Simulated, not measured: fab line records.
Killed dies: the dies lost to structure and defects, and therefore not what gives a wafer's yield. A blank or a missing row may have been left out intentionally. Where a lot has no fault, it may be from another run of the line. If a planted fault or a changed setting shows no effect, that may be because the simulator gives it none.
Which tool did it?	flow gf180mcu	13 lots, 39 wafers sampled, at 3 steps of a route of 602

WHAT EACH GAUGE READ, for each wafer
GF_CONTACT_CD_MEAS_14 targets a cd of 220 nm. Usual: 219.9 nm for cdNm, sd 1.4.
lot	measured	on	cdNm (nm)	flag
L193	day 15 21:53	cdSem-02	219.6 219.7 219.4	
L194	day 16 07:39	cdSem-01	221.3 221.0 221.3	
L195	day 16 19:35	cdSem-02	221.7 221.1 221.8	
L196	day 16 22:59	cdSem-01	218.7 219.3 218.9	
L197	day 17 11:01	cdSem-02	219.7 220.1 220.1	
L198	day 17 22:04	cdSem-01	219.6 219.0 218.6	
L201	day 19 01:29	cdSem-01	221.8 220.3 221.2	
L202	day 19 11:29	cdSem-01	220.4 218.8 218.4	
L204	day 20 03:11	cdSem-02	219.3 218.8 217.9	
L208	day 21 20:20	cdSem-01	214.3 217.2 218.1	
L209	day 21 23:26	cdSem-01	214.9 216.0 220.3	
L212	day 23 11:05	cdSem-01	218.1 219.1 218.5	
L216	day 24 09:25	cdSem-01	218.7 218.3 218.6	

EACH LOT AND THE TOOL THAT RAN IT (in order: tool; ch and the chambers of the sampled wafers; start)
lot	GF_SALICIDE_RTA_08	GF_CONTACT_PEB_12
L193	rtpAnneal-02 ch 0, day 15 00:13	lithoTrack-04 ch 0, day 15 21:33
L194	rtpAnneal-01 ch 0, day 15 09:38	lithoTrack-04 ch 0, day 16 07:20
L195	rtpAnneal-02 ch 0, day 15 20:59	lithoTrack-03 ch 0, day 16 19:14
L196	rtpAnneal-01 ch 0, day 16 00:35	lithoTrack-03 ch 0, day 16 22:38
L197	rtpAnneal-02 ch 0, day 16 12:00	lithoTrack-01 ch 0, day 17 10:40
L198	rtpAnneal-01 ch 0, day 16 22:34	lithoTrack-04 ch 0, day 17 21:43
L201	rtpAnneal-01 ch 0, day 18 00:33	lithoTrack-03 ch 0, day 19 01:08
L202	rtpAnneal-01 ch 0, day 18 10:35	lithoTrack-03 ch 0, day 19 11:08
L204	rtpAnneal-02 ch 0, day 19 01:13	lithoTrack-01 ch 0, day 20 02:51
L208	rtpAnneal-01 ch 0, day 20 20:10	lithoTrack-03 ch 0, day 21 19:59
L209	rtpAnneal-02 ch 0, day 20 23:09	lithoTrack-03 ch 0, day 21 23:05
L212	rtpAnneal-02 ch 0, day 22 11:45	lithoTrack-04 ch 0, day 23 10:44
L216	rtpAnneal-01 ch 0, day 23 10:07	lithoTrack-03 ch 0, day 24 09:04
- GF_SALICIDE_RTA_08: time 30 s.
- GF_CONTACT_PEB_12: peb time 90 s.

WHAT THE TOOLS THEMSELVES READ (means of the sampled wafers that have a number; where no wafer has one, the mark that the record gives instead)
GF_SALICIDE_RTA_08. Usual: annealTempCMax 804.3, standard deviation 0.93; chamberO2Ppm 1.998, standard deviation 0.021; lampPowerPct 19.32 %, standard deviation 0.2; wafer_temp_C_max 803.4, standard deviation 0.92.
lot	tool	annealTempCMax	chamberO2Ppm	lampPowerPct (%)	wafer_temp_C_max	flag
L193	rtpAnneal-02	804.0	1.994	19.14	803.5	
L194	rtpAnneal-01	803.9	1.998	19.54	803.1	
L195	rtpAnneal-02	805.7	1.952	19.14	805.5	
L196	rtpAnneal-01	804.1	2.003	19.54	803.4	
L197	rtpAnneal-02	804.7	1.983	19.14	803.8	
L198	rtpAnneal-01	803.1	1.996	19.54	802.2	
L201	rtpAnneal-01	803.6	2.028	19.54	802.4	
L202	rtpAnneal-01	803.5	1.993	19.54	802.7	
L204	rtpAnneal-02	804.3	1.987	19.14	804.5	
L208	rtpAnneal-01	803.6	2.002	19.55	802.3	
L209	rtpAnneal-02	804.6	2.003	19.14	803.8	
L212	rtpAnneal-02	804.0	1.985	19.13	803.5	
L216	rtpAnneal-01	803.6	1.994	19.55	802.3	

GF_CONTACT_PEB_12. Usual: 85.69 W for heaterPowerTotalW, sd 0.085.
lot	tool	heaterPowerTotalW (W)	flag
L193	lithoTrack-04	85.79	
L194	lithoTrack-04	85.62	
L195	lithoTrack-03	85.69	
L196	lithoTrack-03	85.63	
L197	lithoTrack-01	85.64	
L198	lithoTrack-04	85.66	
L201	lithoTrack-03	85.71	
L202	lithoTrack-03	85.72	
L204	lithoTrack-01	85.60	
L208	lithoTrack-03	87.34	OFF
L209	lithoTrack-03	88.84	OFF
L212	lithoTrack-04	85.66	
L216	lithoTrack-03	85.70	

THE ANSWER, worked out from the rows above alone
Rule: take the mean of a lot's wafers that have a number; if it is more than 3 standard deviations from the usual mean, the lot is off. Also off: a lot with no number at a reading for which 4 or more lots have one. Any other lot the step has rows for is counted as sound. First the gauges in route order, then the tools' own readings, where a lot's mean is used as printed above. At the first step where some lot is off, the reading lying furthest off is the one used; lots without a number count as furthest.
Off: L208, L209 (GF_CONTACT_PEB_12, heaterPowerTotalW).
If a tool, at that step or one of the process steps before it, ran each lot that is off and ran no sound lot following the first of them, it fits. Not one of the candidates tried fits.

WHAT THE SIMULATOR HAD PUT IN
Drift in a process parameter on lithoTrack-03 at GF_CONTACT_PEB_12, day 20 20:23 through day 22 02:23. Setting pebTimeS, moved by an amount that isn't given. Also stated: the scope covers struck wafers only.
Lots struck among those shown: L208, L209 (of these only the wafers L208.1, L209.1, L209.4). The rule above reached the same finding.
